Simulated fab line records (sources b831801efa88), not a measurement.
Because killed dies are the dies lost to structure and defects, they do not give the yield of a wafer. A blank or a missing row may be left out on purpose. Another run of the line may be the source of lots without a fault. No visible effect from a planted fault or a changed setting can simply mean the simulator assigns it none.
fab line records	flow gf180mcu
record: lots: 5	wafers: 15	last_day: 33
route steps=602 shown DNWELL@37 NWELL@42 LVPWELL@54
lots that met no fault: from a run of the same line without faults
start_h: hours from the record's first day to the start of the lot's first wafer shown	wait_h: hours elapsed since this lot's preceding step	" as in the row above	L1.1+2: a single row standing in for several wafers	- value missing, or start not given	* or withheld: withheld	< > ~ a bound
route shown NAME@n: NAME is a module with steps in the file, n the number in the route of the first one	usual: mean/standard deviation taken from wafers without a fault	same: alike in all rows	chamber/n: place in a boat	sites: per-site readings	_std_site: standard deviation of those values	_edge_site: mean of outer sites minus mean of inner sites	radius_mm: how far each site lies from the wafer's centre	mask NAME#n: copy n	behind: the tool/chamber that last shaped the wafer	hold: cause of the lot's hold/its duration in hours/its outcome	device: transistor that didn't switch, given as n, p or np	end of line: at the end of the route, the tests of the same wafers	step lacking rows: just its recipe	killed: not the wafer's yield, but the dies lost to structure and defects at the first sort	map: dies across one wafer; x = killed, . = not, _ = none there
set.NAME: the setting the step ran with; set.NAME@STEP: the setting that earlier step ran with	model.NAME: the simulator's own value behind a step, which no gauge read
lots at selected steps of the route; one table per step, one row per wafer
services: the hour from which a tool's chamber was out of use, counted from the record's first day as start_h (under 0 if before that day), plus the number of hours and why
== steps ==
step: GF_DNWELL_PEB_05
recipe: temp_c: 115	time_s: withheld
usual: exhaust_pa: 45.2/0.99
lot.wafer	tool	chamber	start_h	wait_h	exhaust_pa
L084.1	litho_track-03	0	-	-	44.8
L084.3	"	0	"	"	43.5
L084.4	"	0	"	"	44.6
L087.1	litho_track-04	0	-	-	45.6
L087.5	"	0	"	"	46.3
L087.6	"	0	"	"	45.2
L088.1	litho_track-03	0	-	-	44.6
L088.2	"	0	"	"	45.1
L088.5	"	0	"	"	44.9
L091.2	litho_track-02	0	-	-	46.0
L091.3	"	0	"	"	44.7
L091.6	"	0	"	"	45.5
L093.1	litho_track-04	0	-	-	44.1
L093.4	"	0	"	"	42.4
L093.6	"	0	"	"	44.6
step: GF_DNWELL_DEVELOP_06
recipe: wall_angle_deg: 90	develop_time_s: 60	dev_temp_c: 23
usual: exhaust_pa: 44.9/0.92
lot.wafer	tool	chamber	start_h	wait_h	exhaust_pa
L084.1	litho_track-03	0	-	-	45.6
L084.3	"	0	"	"	45.8
L084.4	"	0	"	"	45.4
L087.1	litho_track-04	0	-	-	46.3
L087.5	"	0	"	"	45.6
L087.6	"	0	"	"	46.7
L088.1	litho_track-03	0	-	-	44.6
L088.2	"	0	"	"	44.4
L088.5	"	0	"	"	45.4
L091.2	litho_track-02	0	-	-	45.8
L091.3	"	0	"	"	45.5
L091.6	"	0	"	"	45.1
L093.1	litho_track-04	0	-	-	45.4
L093.4	"	0	"	"	44.5
L093.6	"	0	"	"	45.4
step: GF_DNWELL_IMPLANT_07
recipe: species: P	energy_kev: 1500	dose_cm2: 1e+13	tilt_deg: 0
usual: beam_energy_keV: 1500.2/0.42
same: implant_ion_amu: 31
lot.wafer	tool	chamber	start_h	wait_h	beam_energy_keV
L084.1	implanter-03	0	96.68	-	1500.5
L084.3	"	0	"	"	1500.4
L084.4	"	0	"	"	1500.9
L087.1	implanter-02	0	112.68	-	1499.6
L087.5	"	0	"	"	1500.4
L087.6	"	0	"	"	1499.8
L088.1	implanter-02	0	116.53	-	1500.4
L088.2	"	0	"	"	1499.9
L088.5	"	0	"	"	1500.4
L091.2	implanter-04	0	132.49	-	1500.2
L091.3	"	0	"	"	1500.7
L091.6	"	0	"	"	1500.5
L093.1	implanter-03	0	141.83	-	1499.2
L093.4	"	0	"	"	1500.1
L093.6	"	0	"	"	1499.6
step: GF_DNWELL_STRIP_08
recipe: chemistry: O2/N2	power_w: 1400	pressure_mtorr: 1500	platen_temp_c: 250	o2_flow_sccm: 3000	n2_flow_sccm: 300	overash_fraction: 0.5
usual: drypump_motor_current_A: 5.7/0.43	heater_power_w: 360/21	oes_product_au: 0.722/0.0045	strip_time_to_endpoint_s: 36.91/0.09
lot.wafer	tool	chamber	start_h	wait_h	drypump_motor_current_A	heater_power_w	oes_product_au	rf_hours_counter_h	strip_time_to_endpoint_s
L084.1	plasma_asher-02	0	96.83	0.1	5.5	363	0.725	31	36.75
L084.3	"	0	"	"	5.5	373	0.719	-	36.81
L084.4	"	1	"	"	5.2	361	0.715	-	36.81
L087.1	plasma_asher-04	1	112.83	0.1	5.5	350	0.719	47	36.95
L087.5	"	1	"	"	5.5	356	0.723	-	36.94
L087.6	"	0	"	"	6.5	382	0.729	-	36.78
L088.1	plasma_asher-04	0	116.68	0.1	6.5	382	0.716	48	36.91
L088.2	"	1	"	"	5.5	363	0.716	48	36.98
L088.5	"	1	"	"	5.5	366	0.725	-	36.96
L091.2	plasma_asher-04	0	132.61	0.1	6.5	371	0.721	50	36.83
L091.3	"	0	"	"	6.5	379	0.716	-	36.76
L091.6	"	0	"	"	6.5	378	0.723	-	36.96
L093.1	plasma_asher-03	1	141.98	0.1	5.7	312	0.723	1	37.01
L093.4	"	1	"	"	5.7	309	0.720	-	36.93
L093.6	"	0	"	"	5.4	368	0.713	-	36.98
step: GF_DNWELL_TW_MEAS_09
usual: DNWELL_TW: 1349/5.7
lot.wafer	tool	chamber	start_h	wait_h	DNWELL_TW
L084.1	film_metro-02	-	96.93	0.1	1340
L084.3	"	-	"	"	1346
L084.4	"	-	"	"	1347
L087.1	film_metro-02	-	112.93	0.1	1353
L087.5	"	-	"	"	1359
L087.6	"	-	"	"	1353
L088.1	film_metro-02	-	116.78	0.1	1369
L088.2	"	-	"	"	1355
L088.5	"	-	"	"	1360
L091.2	film_metro-03	-	132.72	0.1	1351
L091.3	"	-	"	"	1348
L091.6	"	-	"	"	1353
L093.1	film_metro-02	-	142.08	0.1	1348
L093.4	"	-	"	"	1354
L093.6	"	-	"	"	1356
step: GF_NWELL_DEHYDRATE_00
recipe: temp_c: 200	time_s: 60
usual: exhaust_pa: 45.2/0.84
lot.wafer	tool	chamber	start_h	wait_h	exhaust_pa
L084.1	litho_track-01	0	103.60	6.7	45.9
L084.3	"	0	"	"	44.5
L084.4	"	0	"	"	45.5
L087.1	litho_track-02	0	119.61	6.7	45.3
L087.5	"	0	"	"	44.0
L087.6	"	0	"	"	45.4
L088.1	litho_track-01	0	123.15	6.4	45.1
L088.2	"	0	"	"	46.1
L088.5	"	0	"	"	44.1
L091.2	litho_track-02	0	140.04	7.3	44.5
L091.3	"	0	"	"	45.6
L091.6	"	0	"	"	44.4
L093.1	litho_track-01	0	149.00	6.9	45.6
L093.4	"	0	"	"	44.9
L093.6	"	0	"	"	45.8
step: GF_NWELL_HMDS_01
recipe: prime_time_s: 60	prime_temp_c: 120
usual: exhaust_pa: 44.7/1
lot.wafer	tool	chamber	start_h	wait_h	exhaust_pa
L084.1	litho_track-01	0	103.75	0.1	43.9
L084.3	"	0	"	"	44.8
L084.4	"	0	"	"	46.4
L087.1	litho_track-02	0	119.76	0.1	43.9
L087.5	"	0	"	"	44.2
L087.6	"	0	"	"	44.3
L088.1	litho_track-01	0	123.30	0.1	43.4
L088.2	"	0	"	"	44.0
L088.5	"	0	"	"	43.7
L091.2	litho_track-02	0	140.19	0.1	43.3
L091.3	"	0	"	"	44.2
L091.6	"	0	"	"	44.5
L093.1	litho_track-01	0	149.15	0.1	44.6
L093.4	"	0	"	"	44.5
L093.6	"	0	"	"	46.5
step: GF_NWELL_COAT_02
recipe: spin_rpm: 2000	resist_thk_nm: 3000
usual: exhaust_pa: 44.8/0.92
lot.wafer	tool	chamber	start_h	wait_h	exhaust_pa
L084.1	litho_track-01	0	103.90	0.1	45.6
L084.3	"	0	"	"	45.8
L084.4	"	0	"	"	45.3
L087.1	litho_track-02	0	119.91	0.1	45.4
L087.5	"	0	"	"	45.9
L087.6	"	0	"	"	43.8
L088.1	litho_track-01	0	123.45	0.1	44.2
L088.2	"	0	"	"	44.6
L088.5	"	0	"	"	45.0
L091.2	litho_track-02	0	140.34	0.1	45.1
L091.3	"	0	"	"	44.5
L091.6	"	0	"	"	44.4
L093.1	litho_track-01	0	149.30	0.1	43.7
L093.4	"	0	"	"	43.9
L093.6	"	0	"	"	42.3
step: GF_NWELL_SOFTBAKE_03
recipe: temp_c: 110	time_s: withheld
usual: exhaust_pa: 45.2/0.9
lot.wafer	tool	chamber	start_h	wait_h	exhaust_pa
L084.1	litho_track-01	0	104.05	0.1	44.9
L084.3	"	0	"	"	45.5
L084.4	"	0	"	"	46.1
L087.1	litho_track-02	0	120.06	0.1	46.2
L087.5	"	0	"	"	45.5
L087.6	"	0	"	"	45.8
L088.1	litho_track-01	0	123.60	0.1	46.0
L088.2	"	0	"	"	43.7
L088.5	"	0	"	"	44.3
L091.2	litho_track-02	0	140.50	0.1	43.4
L091.3	"	0	"	"	44.8
L091.6	"	0	"	"	44.4
L093.1	litho_track-01	0	149.45	0.1	45.1
L093.4	"	0	"	"	44.8
L093.6	"	0	"	"	44.6
step: GF_NWELL_EXPOSE_04
recipe: mask_id: Nwell	target_cd_nm: 860	na: 0.6	source_shape: conventional	sigma_outer: 0.6	dose_mj: 260
usual: stage_vel_mm_s: 500.00/0.26
lot.wafer	tool	chamber	start_h	wait_h	mask	stage_vel_mm_s
L084.1	iline_stepper-01	0	-	-	Nwell#0	500.73
L084.3	"	0	"	"	Nwell#0	500.65
L084.4	"	0	"	"	Nwell#0	500.45
L087.1	iline_stepper-01	0	-	-	Nwell#0	499.87
L087.5	"	0	"	"	Nwell#0	500.41
L087.6	"	0	"	"	Nwell#0	500.25
L088.1	iline_stepper-02	0	-	-	Nwell#0	499.80
L088.2	"	0	"	"	Nwell#0	499.62
L088.5	"	0	"	"	Nwell#0	500.31
L091.2	iline_stepper-02	0	-	-	Nwell#0	499.81
L091.3	"	0	"	"	Nwell#0	499.84
L091.6	"	0	"	"	Nwell#0	500.10
L093.1	iline_stepper-02	0	-	-	Nwell#0	499.76
L093.4	"	0	"	"	Nwell#0	499.87
L093.6	"	0	"	"	Nwell#0	499.91
step: GF_NWELL_PEB_05
recipe: temp_c: 115	time_s: withheld
usual: exhaust_pa: 45.0/0.86
lot.wafer	tool	chamber	start_h	wait_h	exhaust_pa
L084.1	litho_track-03	0	-	-	43.5
L084.3	"	0	"	"	45.7
L084.4	"	0	"	"	45.4
L087.1	litho_track-03	0	-	-	43.4
L087.5	"	0	"	"	44.1
L087.6	"	0	"	"	45.4
L088.1	litho_track-03	0	-	-	44.4
L088.2	"	0	"	"	44.4
L088.5	"	0	"	"	43.9
L091.2	litho_track-03	0	-	-	45.4
L091.3	"	0	"	"	45.3
L091.6	"	0	"	"	46.7
L093.1	litho_track-01	0	-	-	45.5
L093.4	"	0	"	"	44.7
L093.6	"	0	"	"	45.2
step: GF_NWELL_DEVELOP_06
recipe: wall_angle_deg: 90	develop_time_s: 60	dev_temp_c: 23
usual: exhaust_pa: 44.9/0.87
lot.wafer	tool	chamber	start_h	wait_h	exhaust_pa
L084.1	litho_track-03	0	-	-	45.9
L084.3	"	0	"	"	45.1
L084.4	"	0	"	"	45.5
L087.1	litho_track-03	0	-	-	44.5
L087.5	"	0	"	"	45.0
L087.6	"	0	"	"	44.2
L088.1	litho_track-03	0	-	-	44.2
L088.2	"	0	"	"	43.9
L088.5	"	0	"	"	44.7
L091.2	litho_track-03	0	-	-	45.6
L091.3	"	0	"	"	45.5
L091.6	"	0	"	"	45.2
L093.1	litho_track-01	0	-	-	44.5
L093.4	"	0	"	"	44.1
L093.6	"	0	"	"	44.4
step: GF_NWELL_OVL_MEAS_07
usual: NWELL_OVL: -0.4/1.4
lot.wafer	tool	chamber	start_h	wait_h	NWELL_OVL[nm]
L084.1	overlay-01	-	111.73	-	0.6
L084.3	"	-	"	"	1.1
L084.4	"	-	"	"	2.4
L087.1	overlay-01	-	127.88	-	1.8
L087.5	"	-	"	"	1.7
L087.6	"	-	"	"	2.7
L088.1	overlay-01	-	131.23	-	-0.1
L088.2	"	-	"	"	2.0
L088.5	"	-	"	"	-0.4
L091.2	overlay-02	-	147.89	-	0.0
L091.3	"	-	"	"	1.3
L091.6	"	-	"	"	-1.4
L093.1	overlay-02	-	157.00	-	-0.5
L093.4	"	-	"	"	0.9
L093.6	"	-	"	"	-0.3
step: GF_NWELL_IMPLANT_08
recipe: species: P	energy_kev: 450	dose_cm2: 1.5e+13	tilt_deg: 0
usual: beam_energy_keV: 449.98/0.12
same: implant_ion_amu: 31
lot.wafer	tool	chamber	start_h	wait_h	beam_energy_keV
L084.1	implanter-04	0	111.77	0.0	450.09
L084.3	"	0	"	"	449.91
L084.4	"	0	"	"	450.03
L087.1	implanter-03	0	127.92	0.0	449.76
L087.5	"	0	"	"	449.86
L087.6	"	0	"	"	449.91
L088.1	implanter-01	0	131.27	0.0	450.08
L088.2	"	0	"	"	450.06
L088.5	"	0	"	"	449.84
L091.2	implanter-01	0	147.94	0.0	449.92
L091.3	"	0	"	"	449.92
L091.6	"	0	"	"	449.78
L093.1	implanter-03	0	157.03	0.0	450.16
L093.4	"	0	"	"	450.07
L093.6	"	0	"	"	450.13
step: GF_NWELL_IMPLANT_09
recipe: species: P	energy_kev: 160	dose_cm2: 4e+12	tilt_deg: 0
usual: beam_energy_keV: 160.01/0.045
same: implant_ion_amu: 31
lot.wafer	tool	chamber	start_h	wait_h	beam_energy_keV
L084.1	implanter-04	0	111.92	0.1	159.93
L084.3	"	0	"	"	159.99
L084.4	"	0	"	"	159.95
L087.1	implanter-03	0	128.07	0.1	159.89
L087.5	"	0	"	"	159.94
L087.6	"	0	"	"	160.01
L088.1	implanter-01	0	131.42	0.1	160.04
L088.2	"	0	"	"	159.93
L088.5	"	0	"	"	159.99
L091.2	implanter-01	0	148.09	0.1	159.97
L091.3	"	0	"	"	160.01
L091.6	"	0	"	"	160.03
L093.1	implanter-03	0	157.18	0.1	159.95
L093.4	"	0	"	"	160.00
L093.6	"	0	"	"	159.97
step: GF_NWELL_STRIP_10
recipe: chemistry: O2/N2	power_w: 1400	pressure_mtorr: 1500	platen_temp_c: 250	o2_flow_sccm: 3000	n2_flow_sccm: 300	overash_fraction: 0.5
usual: drypump_motor_current_A: 5.5/0.36	heater_power_w: 329/37	oes_product_au: 0.722/0.0041	strip_time_to_endpoint_s: 36.91/0.11
lot.wafer	tool	chamber	start_h	wait_h	drypump_motor_current_A	heater_power_w	oes_product_au	rf_hours_counter_h	strip_time_to_endpoint_s
L084.1	plasma_asher-02	1	112.07	0.1	5.2	364	0.727	33	36.96
L084.3	"	0	"	"	5.6	373	0.719	-	36.79
L084.4	"	1	"	"	5.2	364	0.721	-	36.92
L087.1	plasma_asher-02	1	128.22	0.1	5.2	365	0.722	35	37.00
L087.5	"	1	"	"	5.2	368	0.721	-	36.94
L087.6	"	0	"	"	5.6	368	0.717	-	36.90
L088.1	plasma_asher-02	1	131.57	0.1	5.2	363	0.719	36	36.81
L088.2	"	0	"	"	5.5	374	0.724	36	36.96
L088.5	"	1	"	"	5.2	363	0.714	-	36.89
L091.2	plasma_asher-01	1	148.22	0.1	6.1	310	0.727	52	37.08
L091.3	"	0	"	"	5.0	274	0.721	-	36.97
L091.6	"	1	"	"	6.0	301	0.720	-	37.01
L093.1	plasma_asher-01	0	157.33	0.1	5.0	269	0.725	52	36.86
L093.4	"	1	"	"	6.0	308	0.722	-	36.86
L093.6	"	0	"	"	5.0	272	0.727	-	36.96
step: GF_NWELL_TW_MEAS_11
usual: NWELL_TW: 1570/9.3
lot.wafer	tool	chamber	start_h	wait_h	NWELL_TW
L084.1	film_metro-02	-	112.17	0.1	1577
L084.3	"	-	"	"	1574
L084.4	"	-	"	"	1565
L087.1	film_metro-02	-	128.32	0.1	1588
L087.5	"	-	"	"	1586
L087.6	"	-	"	"	1590
L088.1	film_metro-02	-	131.67	0.1	1574
L088.2	"	-	"	"	1580
L088.5	"	-	"	"	1580
L091.2	film_metro-02	-	148.33	0.1	1576
L091.3	"	-	"	"	1575
L091.6	"	-	"	"	1567
L093.1	film_metro-02	-	157.43	0.1	1572
L093.4	"	-	"	"	1574
L093.6	"	-	"	"	1573
step: GF_LVPWELL_DEHYDRATE_00
recipe: temp_c: 200	time_s: 60
usual: exhaust_pa: 45.0/0.96
lot.wafer	tool	chamber	start_h	wait_h	exhaust_pa
L084.1	litho_track-01	0	118.70	6.5	46.7
L084.3	"	0	"	"	45.6
L084.4	"	0	"	"	45.3
L087.1	litho_track-01	0	135.40	7.1	44.3
L087.5	"	0	"	"	43.8
L087.6	"	0	"	"	44.2
L088.1	litho_track-02	0	138.36	6.7	45.4
L088.2	"	0	"	"	46.0
L088.5	"	0	"	"	45.3
L091.2	litho_track-01	0	155.42	7.1	46.4
L091.3	"	0	"	"	44.8
L091.6	"	0	"	"	45.5
L093.1	litho_track-04	0	164.33	6.9	44.2
L093.4	"	0	"	"	45.8
L093.6	"	0	"	"	46.3
step: GF_LVPWELL_HMDS_01
recipe: prime_time_s: 60	prime_temp_c: 120
usual: exhaust_pa: 44.9/0.84
lot.wafer	tool	chamber	start_h	wait_h	exhaust_pa
L084.1	litho_track-01	0	118.85	0.1	45.4
L084.3	"	0	"	"	45.7
L084.4	"	0	"	"	43.7
L087.1	litho_track-01	0	135.55	0.1	46.1
L087.5	"	0	"	"	45.3
L087.6	"	0	"	"	45.7
L088.1	litho_track-02	0	138.51	0.1	45.0
L088.2	"	0	"	"	44.2
L088.5	"	0	"	"	46.1
L091.2	litho_track-01	0	155.57	0.1	45.7
L091.3	"	0	"	"	45.8
L091.6	"	0	"	"	44.4
L093.1	litho_track-04	0	164.48	0.1	44.7
L093.4	"	0	"	"	43.4
L093.6	"	0	"	"	44.8
step: GF_LVPWELL_COAT_02
recipe: spin_rpm: 2000	resist_thk_nm: 3000
usual: exhaust_pa: 44.9/0.88
lot.wafer	tool	chamber	start_h	wait_h	exhaust_pa
L084.1	litho_track-01	0	119.00	0.1	46.3
L084.3	"	0	"	"	46.0
L084.4	"	0	"	"	46.0
L087.1	litho_track-01	0	135.70	0.1	44.6
L087.5	"	0	"	"	45.9
L087.6	"	0	"	"	43.8
L088.1	litho_track-02	0	138.66	0.1	45.5
L088.2	"	0	"	"	42.8
L088.5	"	0	"	"	44.4
L091.2	litho_track-01	0	155.72	0.1	44.3
L091.3	"	0	"	"	44.2
L091.6	"	0	"	"	45.6
L093.1	litho_track-04	0	164.63	0.1	44.0
L093.4	"	0	"	"	44.3
L093.6	"	0	"	"	45.5
step: GF_LVPWELL_SOFTBAKE_03
recipe: temp_c: 110	time_s: withheld
usual: exhaust_pa: 44.9/0.88
lot.wafer	tool	chamber	start_h	wait_h	exhaust_pa
L084.1	litho_track-01	0	119.15	0.1	45.4
L084.3	"	0	"	"	44.2
L084.4	"	0	"	"	45.7
L087.1	litho_track-01	0	135.85	0.1	44.9
L087.5	"	0	"	"	44.4
L087.6	"	0	"	"	44.0
L088.1	litho_track-02	0	138.81	0.1	45.1
L088.2	"	0	"	"	45.3
L088.5	"	0	"	"	45.4
L091.2	litho_track-01	0	155.88	0.1	45.3
L091.3	"	0	"	"	42.6
L091.6	"	0	"	"	45.4
L093.1	litho_track-04	0	164.78	0.1	44.2
L093.4	"	0	"	"	45.1
L093.6	"	0	"	"	44.3
step: GF_LVPWELL_EXPOSE_04
recipe: mask_id: LVPWELL	target_cd_nm: 600	na: 0.6	source_shape: conventional	sigma_outer: 0.6	dose_mj: 260
usual: stage_vel_mm_s: 499.98/0.27
lot.wafer	tool	chamber	start_h	wait_h	mask	stage_vel_mm_s
L084.1	iline_stepper-02	0	-	-	LVPWELL#0	499.91
L084.3	"	0	"	"	LVPWELL#0	499.63
L084.4	"	0	"	"	LVPWELL#0	499.90
L087.1	iline_stepper-01	0	-	-	LVPWELL#0	499.68
L087.5	"	0	"	"	LVPWELL#0	499.88
L087.6	"	0	"	"	LVPWELL#0	499.97
L088.1	iline_stepper-02	0	-	-	LVPWELL#0	499.92
L088.2	"	0	"	"	LVPWELL#0	499.49
L088.5	"	0	"	"	LVPWELL#0	500.11
L091.2	iline_stepper-02	0	-	-	LVPWELL#0	499.83
L091.3	"	0	"	"	LVPWELL#0	499.91
L091.6	"	0	"	"	LVPWELL#0	499.97
L093.1	iline_stepper-01	0	-	-	LVPWELL#0	500.08
L093.4	"	0	"	"	LVPWELL#0	500.21
L093.6	"	0	"	"	LVPWELL#0	500.12
step: GF_LVPWELL_PEB_05
recipe: temp_c: 115	time_s: withheld
usual: exhaust_pa: 45.0/0.76
lot.wafer	tool	chamber	start_h	wait_h	exhaust_pa
L084.1	litho_track-04	0	-	-	45.2
L084.3	"	0	"	"	44.7
L084.4	"	0	"	"	44.8
L087.1	litho_track-01	0	-	-	45.4
L087.5	"	0	"	"	44.2
L087.6	"	0	"	"	45.4
L088.1	litho_track-02	0	-	-	43.8
L088.2	"	0	"	"	43.6
L088.5	"	0	"	"	45.1
L091.2	litho_track-02	0	-	-	44.1
L091.3	"	0	"	"	44.4
L091.6	"	0	"	"	44.1
L093.1	litho_track-04	0	-	-	45.3
L093.4	"	0	"	"	45.9
L093.6	"	0	"	"	45.5
step: GF_LVPWELL_DEVELOP_06
recipe: wall_angle_deg: 90	develop_time_s: 60	dev_temp_c: 23
usual: exhaust_pa: 45.1/0.87
lot.wafer	tool	chamber	start_h	wait_h	exhaust_pa
L084.1	litho_track-04	0	-	-	44.8
L084.3	"	0	"	"	43.8
L084.4	"	0	"	"	44.0
L087.1	litho_track-01	0	-	-	44.6
L087.5	"	0	"	"	45.4
L087.6	"	0	"	"	44.8
L088.1	litho_track-02	0	-	-	45.7
L088.2	"	0	"	"	45.7
L088.5	"	0	"	"	44.4
L091.2	litho_track-02	0	-	-	45.1
L091.3	"	0	"	"	44.4
L091.6	"	0	"	"	44.1
L093.1	litho_track-04	0	-	-	45.1
L093.4	"	0	"	"	46.5
L093.6	"	0	"	"	46.0
step: GF_LVPWELL_OVL_MEAS_07
usual: LVPWELL_OVL: -0.6/1.5
lot.wafer	tool	chamber	start_h	wait_h	LVPWELL_OVL[nm]
L084.1	overlay-01	-	126.93	-	-2.8
L084.3	"	-	"	"	-1.4
L084.4	"	-	"	"	-2.8
L087.1	overlay-01	-	143.60	-	-0.1
L087.5	"	-	"	"	0.3
L087.6	"	-	"	"	0.1
L088.1	overlay-02	-	146.61	-	0.9
L088.2	"	-	"	"	-0.7
L088.5	"	-	"	"	0.2
L091.2	overlay-02	-	164.02	-	-2.0
L091.3	"	-	"	"	0.4
L091.6	"	-	"	"	-0.2
L093.1	overlay-01	-	173.63	-	-0.4
L093.4	"	-	"	"	0.9
L093.6	"	-	"	"	-0.8
step: GF_LVPWELL_IMPLANT_08
recipe: species: B	energy_kev: 170	dose_cm2: 1.5e+13	tilt_deg: 0
usual: beam_energy_keV: 170.00/0.056
same: implant_ion_amu: 11
lot.wafer	tool	chamber	start_h	wait_h	beam_energy_keV
L084.1	implanter-01	0	126.96	0.0	170.02
L084.3	"	0	"	"	170.03
L084.4	"	0	"	"	170.03
L087.1	implanter-02	0	143.63	0.0	169.98
L087.5	"	0	"	"	169.99
L087.6	"	0	"	"	170.05
L088.1	implanter-02	0	146.65	0.0	169.94
L088.2	"	0	"	"	169.94
L088.5	"	0	"	"	169.98
L091.2	implanter-04	0	164.08	0.0	170.01
L091.3	"	0	"	"	170.10
L091.6	"	0	"	"	170.01
L093.1	implanter-02	0	173.66	0.0	170.04
L093.4	"	0	"	"	169.99
L093.6	"	0	"	"	169.99
== services ==
tool	chamber	start_h	hours	kind
litho_track-04	-	81.14	-	consumable_replace:filter
implanter-01	-	108.70	4.2	pm
plasma_asher-03	-	108.80	9.0	pm
plasma_asher-03	0	108.80	9.0	vent_cycle
plasma_asher-03	1	108.80	9.0	vent_cycle
iline_stepper-02	-	112.93	1.7	pm
plasma_asher-03	0	117.80	-	clean
plasma_asher-03	1	117.80	-	clean
plasma_asher-03	-	118.79	15.6	pm
implanter-03	-	119.41	0.9	repair
implanter-04	-	120.43	4.3	pm
iline_stepper-01	-	132.76	1.7	pm
implanter-02	-	140.63	1.2	repair
plasma_asher-01	-	148.85	8.4	repair
iline_stepper-01	-	152.91	9.7	repair
iline_stepper-02	0	157.87	-	calibration
== key ==
fault none
